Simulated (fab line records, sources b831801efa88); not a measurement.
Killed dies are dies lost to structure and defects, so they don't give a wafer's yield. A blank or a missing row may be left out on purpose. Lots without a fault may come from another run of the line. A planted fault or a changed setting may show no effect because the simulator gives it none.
Which tool did it? | flow sky130 | 13 lots, 39 wafers sampled, at 4 steps of a route of 708

WHAT THE GAUGES READ, wafer by wafer
SKY_NWELL_THK_MEAS_02. Usual: NWELL_OXIDATION_THK 10.12 nm, standard deviation 0.16.
lot  | measured    | on            | NWELL_OXIDATION_THK (nm) | flag
L961 | day 2 13:43 | film_metro-03 | 9.92 10.01 9.97          |
L962 | day 2 17:50 | film_metro-02 | 10.08 10.32 10.21        |
L967 | day 3 20:13 | film_metro-02 | 10.34 10.47 10.33        |
L977 | day 6 00:13 | film_metro-01 | 10.00 10.03 10.13        |
L978 | day 6 07:38 | film_metro-01 | 10.36 10.28 10.25        |
L979 | day 6 09:02 | film_metro-02 | 10.06 10.24 10.29        |
L980 | day 6 18:25 | film_metro-01 | 10.13 10.02 9.88         |
L981 | day 7 01:55 | film_metro-01 | 9.86 9.86 10.02          |
L982 | day 7 05:40 | film_metro-03 | 10.09 9.93 9.91          |
L983 | day 7 11:13 | film_metro-03 | 10.33 10.24 10.16        |
L984 | day 7 16:47 | film_metro-02 | 9.90 9.83 9.95           |

SKY_NWELL_RS_MEAS_31: measures by four-point-probe. Usual: PWDE_RS 5284 ohm/sq, standard deviation 18.
lot  | measured     | on            | PWDE_RS (ohm/sq) | flag
L961 | day 5 08:25  | film_metro-01 | 5262 5269 5267   |
L962 | day 5 14:17  | film_metro-01 | 5286 5272 5291   |
L967 | day 6 22:35  | film_metro-01 | 5285 5296 5293   |
L977 | day 9 09:47  | film_metro-01 | 5276 5315 5294   |
L978 | day 9 16:59  | film_metro-02 | 5280 5301 5285   |
L979 | day 9 17:34  | film_metro-03 | 5278 5264 5273   |
L980 | day 10 02:35 | film_metro-02 | 5282 5266 5285   |
L981 | day 10 13:01 | film_metro-03 | 5335 5324 5326   |
L982 | day 10 18:59 | film_metro-01 | 5277 5270 5278   |
L983 | day 10 23:59 | film_metro-03 | 5297 5284 5290   |
L984 | day 11 08:23 | film_metro-03 | 5286 5305 5279   |

WHICH TOOL RAN EACH LOT (tool, then ch and the chambers of the sampled wafers, then the start)
lot  | SKY_FIELD_ISO_ETCH_14             | SKY_FIELD_ISO_WET_ETCH_29
L961 | rie_diel-01 ch 2,3, day 2 07:08   | wet_bench-03 ch 0, day 2 11:16
L962 | rie_diel-04 ch 0,1,2, day 2 10:34 | wet_bench-03 ch 3, day 2 15:30
L967 | rie_diel-03 ch 0,1,3, day 3 12:48 | wet_bench-03 ch 1, day 3 18:09
L975 | rie_diel-04 ch 0,1,2, day 5 07:03 | wet_bench-03 ch 1, day 5 11:58
L976 | rie_diel-03 ch 0,1,2, day 5 13:16 | wet_bench-01 ch 3, day 5 17:02
L977 | rie_diel-04 ch 1,2,3, day 5 17:32 | wet_bench-03 ch 1, day 5 21:18
L978 | rie_diel-03 ch 0,2, day 5 22:19   | wet_bench-03 ch 2, day 6 04:17
L979 | rie_diel-03 ch 1,2, day 6 02:50   | wet_bench-01 ch 1, day 6 06:34
L980 | rie_diel-04 ch 0,1,3, day 6 09:32 | wet_bench-03 ch 0, day 6 13:17
L981 | rie_diel-04 ch 0,1,2, day 6 14:50 | wet_bench-04 ch 2, day 6 23:19
L982 | rie_diel-03 ch 0,2,3, day 6 19:25 | wet_bench-04 ch 1, day 7 01:42
L983 | rie_diel-04 ch 1,2,3, day 7 00:59 | wet_bench-03 ch 0, day 7 07:27
L984 | rie_diel-03 ch 0,2, day 7 04:07   | wet_bench-03 ch 2, day 7 11:41
- SKY_FIELD_ISO_ETCH_14: etches BARC in N2/H2, stops on SiO2, time 45.9 s, target depth 60 nm.
- SKY_FIELD_ISO_WET_ETCH_29: etches Si3N4 in H3PO4, target depth 160 nm, time 1825 s.

WHAT THE TOOLS THEMSELVES READ (means of the sampled wafers that have a number; where no wafer has one, the mark that the record gives instead)
SKY_FIELD_ISO_ETCH_14. Usual: bias_w 100.0 W, standard deviation 0.32; chamber_pressure_mTorr 30.00 mTorr, standard deviation 0.035; drypump_motor_current_A 5.9 A, standard deviation 0.58; oes_product_au 0.855 a.u., standard deviation 0.0047; throttle_valve_pct 13.224 %, standard deviation 0.0095.
lot  | tool        | bias_w (W) | chamber_pressure_mTorr (mTorr) | drypump_motor_current_A (A) | oes_product_au (a.u.) | throttle_valve_pct (%) | flag
L961 | rie_diel-01 | 100.1      | 29.99                          | 6.3                         | 0.852                 | 13.223                 |
L962 | rie_diel-04 | 100.2      | 29.98                          | 6.2                         | 0.853                 | 13.222                 |
L967 | rie_diel-03 | 99.8       | 29.99                          | 5.4                         | 0.854                 | 13.225                 |
L975 | rie_diel-04 | 99.9       | 30.01                          | 6.2                         | 0.854                 | 13.229                 |
L976 | rie_diel-03 | 99.8       | 29.99                          | 5.5                         | 0.856                 | 13.216                 |
L977 | rie_diel-04 | 100.0      | 29.98                          | 6.3                         | 0.851                 | 13.221                 |
L978 | rie_diel-03 | 100.4      | 30.00                          | 5.2                         | 0.851                 | 13.220                 |
L979 | rie_diel-03 | 99.9       | 30.00                          | 5.8                         | 0.853                 | 13.228                 |
L980 | rie_diel-04 | 99.9       | 29.99                          | 6.6                         | 0.855                 | 13.221                 |
L981 | rie_diel-04 | 99.9       | 30.00                          | 6.2                         | 0.858                 | 13.226                 |
L982 | rie_diel-03 | 100.1      | 30.01                          | 5.5                         | 0.851                 | 13.230                 |
L983 | rie_diel-04 | 100.0      | 29.99                          | 6.3                         | 0.856                 | 13.224                 |
L984 | rie_diel-03 | 99.8       | 29.98                          | 5.6                         | 0.856                 | 13.230                 |

SKY_FIELD_ISO_WET_ETCH_29. Usual: bath_guard_temp_C 159.9 C, standard deviation 0.53; bath_heat_duty_pct 27.2 %, standard deviation 1.8; temp_c 160.01 C, standard deviation 0.13.
lot  | tool         | bath_guard_temp_C (C) | bath_heat_duty_pct (%) | temp_c (C) | flag
L961 | wet_bench-03 | 160.0                 | 27.9                   | 159.88     |
L962 | wet_bench-03 | 159.7                 | 27.4                   | 160.05     |
L967 | wet_bench-03 | 159.3                 | 25.4                   | 160.05     |
L975 | wet_bench-03 | -                     | -                      | -          | OFF
L976 | wet_bench-01 | -                     | -                      | -          | OFF
L977 | wet_bench-03 | 159.2                 | 26.4                   | 159.98     |
L978 | wet_bench-03 | 160.8                 | 28.2                   | 160.07     |
L979 | wet_bench-01 | 160.3                 | 30.4                   | 160.08     |
L980 | wet_bench-03 | 160.0                 | 28.6                   | 159.75     |
L981 | wet_bench-04 | 160.1                 | 27.3                   | 160.02     |
L982 | wet_bench-04 | 160.3                 | 29.1                   | 159.96     |
L983 | wet_bench-03 | 159.9                 | 28.4                   | 160.14     |
L984 | wet_bench-03 | 160.9                 | 27.8                   | 160.01     |

THE ANSWER, worked out from the rows above alone
Rule: a lot is off if the mean of its wafers that have a number lies more than 3 standard deviations from the usual mean. A lot without any number at a reading at which 4 lots or more have one is off too. The other lots that the step has rows for count as sound. The gauges are gone through in route order, then the tools' own readings, and for those a lot's mean is taken as printed above. The first step at which some lot is off is used, and at that step the reading that is off furthest; a lot without a number counts as furthest.
Off: L975, L976, at SKY_FIELD_ISO_WET_ETCH_29 (bath_guard_temp_C). Without a number there: L975, L976.
A tool fits if, at that step or a process step before it, it ran every lot that is off, and no sound lot after the first of them. None of those tried fits.

WHAT THE SIMULATOR HAD PUT IN
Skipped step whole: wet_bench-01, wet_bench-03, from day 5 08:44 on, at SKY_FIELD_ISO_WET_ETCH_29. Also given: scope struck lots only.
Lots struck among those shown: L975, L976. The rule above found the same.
